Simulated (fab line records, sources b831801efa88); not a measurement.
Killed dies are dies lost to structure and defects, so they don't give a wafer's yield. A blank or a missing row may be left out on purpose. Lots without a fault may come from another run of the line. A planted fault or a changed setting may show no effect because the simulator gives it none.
Chamber matching | flow sky130 | SKY_VIA4_CMP_02 on cmp-01: 4 sister chambers
The step polishes SiO2. 4 wafers are shown with their chamber, then 7 later ones without.

WAFERS WITH THEIR CHAMBER
wafer  | chamber | motor_current_A (A)
L991.2 | 0       | 11.3
L991.3 | 2       | 10.9
L996.1 | 1       | 13.1
L996.2 | 3       | 11.7

WAFERS WITHOUT THEIR CHAMBER
wafer  | motor_current_A (A)
L996.4 | 11.6
L997.1 | 12.8
L997.2 | 12.5
L997.4 | 10.5
L100.1 | 11.5
L100.3 | 12.1
L100.6 | 11.3

WHICH CHAMBER EACH WENT THROUGH
wafer  | from the rows above          | in truth
L996.4 | can't be placed: 3 or 0 or 2 | 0
L997.1 | 1                            | 1
L997.2 | can't be placed: 1 or 3 or 0 | 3
L997.4 | can't be placed: 2 or 0      | 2
L100.1 | can't be placed: 0 or 3 or 2 | 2
L100.3 | can't be placed: 3 or 0 or 1 | 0
L100.6 | can't be placed: 0 or 3 or 2 | 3
Placed correctly: 1 of 7. Can't be placed from these rows: 6 (the true chamber is among the candidates in 6). Placed wrongly: 0.
How it was worked out, from the rows above alone: a wafer's distance from a chamber is the root of the sum, over the readings, of the square of ((its reading less the chamber's mean) divided by the reading's scatter). The wafer belongs to the nearest chamber; if the next one is less than 2 further off, it can't be placed. A chamber's mean is the mean of its shown wafers. The scatter: with one shown wafer a chamber, the root of the mean of the squares of how far each hidden wafer lies from its nearest shown one.
